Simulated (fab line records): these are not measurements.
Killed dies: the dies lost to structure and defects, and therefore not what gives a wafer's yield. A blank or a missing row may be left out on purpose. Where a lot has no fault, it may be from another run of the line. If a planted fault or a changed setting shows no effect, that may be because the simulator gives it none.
8D (eight disciplines) problem report, filled in by code + flow sky130 + the parts of the form that need people (team, actions taken, sign-off) are left out

1. PROBLEM STATEMENT
Mean of strip_time_to_endpoint_s at SKY_VIA3_STRIP_16: 5.198 s across 6 wafers in 2 lots; on wafers with no fault it is 4.124 s (standard deviation 0.022). Relative to the usual mean, that is a shift of +49 standard deviations.
The step: strips in O2/N2.
The first sign was on wafer L368.2 at day 43 15:31, on plasma_asher-01. The record holds 42 wafers of 14 lots with a number at this step. By rule, "out" or "out of limits" means more than 4 standard deviations away from the usual mean. The other wafers with a number count as sound.

2. WHAT IT IS; WHAT IT IS NOT
| question                    | is                                       | is not                                                                 |
|-----------------------------|------------------------------------------|------------------------------------------------------------------------|
| which readings at this step | strip_time_to_endpoint_s, oes_product_au | drypump_motor_current_A                                                |
| which lots                  | L368, L369                               | L355, L356, L357, L358, L359, L361, L363, L364, L365, L366, L367, L378 |
| which wafers of those lots  | all that have a number                   | -                                                                      |
| read on which tools         | plasma_asher-01, plasma_asher-02         | plasma_asher-03                                                        |
| when                        | from day 43 15:31                        | up to then (33 sound wafers); but 3 sound wafers of L378 came after    |

3. SUSPECTS, AND WHAT RULES EACH OUT
Counting: a tool stays on the suspect list if, at a process step up to the reading, it processed all lots that are out and no sound lot following the first of them.
- rie_diel-03 at SKY_VIA3_ETCH_15 (etches SiO2 in C4F8/O2/Ar, stops on TiN, target depth 507 nm, time 78 s): kept. Every lot that is out went through it, starting with L368 (day 43 15:27), and after that it ran no sound lot; the last sound lot it ran before then is L358 (day 40 12:26).
After counting, what remains is rie_diel-03 at SKY_VIA3_ETCH_15.

4. THE CAUSE (what the simulator had put in)
At SKY_VIA3_ETCH_15, the step was skipped entirely on rie_diel-03 from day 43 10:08 on. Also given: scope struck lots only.
This tool alone remained once counting was done.

5. THE CHAIN OF EFFECTS, in route order
Each row: a reading where the mean over the struck wafers with a number is more than 3 standard deviations away from the usual. Only readings for which the record gives a usual standard deviation are gone through. hours: the time from each lot's start at the first step in this table that gives one to its start at this step, as a median over the lots. sigmas: the change in usual standard deviations.
| hours | step              | reading                  | usual      | on struck wafers | change | sigmas |
|-------|-------------------|--------------------------|------------|------------------|--------|--------|
| 0     | SKY_VIA3_STRIP_16 | oes_product_au           | 0.402 a.u. | 0.442            | +0.040 | +8.8   |
| 0     | SKY_VIA3_STRIP_16 | strip_time_to_endpoint_s | 4.124 s    | 5.198            | +1.074 | +49    |
It contains these process steps:
- SKY_VIA3_STRIP_16: strips in O2/N2.
Readings that are blank on the struck wafers while sound wafers have them: bias_w at SKY_VIA3_ETCH_15; chamber_pressure_mTorr at SKY_VIA3_ETCH_15; oes_product_au at SKY_VIA3_ETCH_15.

6. HOW IT WOULD HAVE BEEN CAUGHT EARLIER
In this record no reading fell out of limits until day 43 15:31, 5 hours after the fault had begun at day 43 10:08.
At SKY_VIA3_ETCH_15 the tool's readings are blank on the struck wafers, where sound wafers have them: an empty tool record is the first sign, and it was there at once.
Lots out: 2; of these, L369 started SKY_VIA3_ETCH_15 on rie_diel-03 after day 43 15:31. Had the tool been put on hold then, it would have been spared.
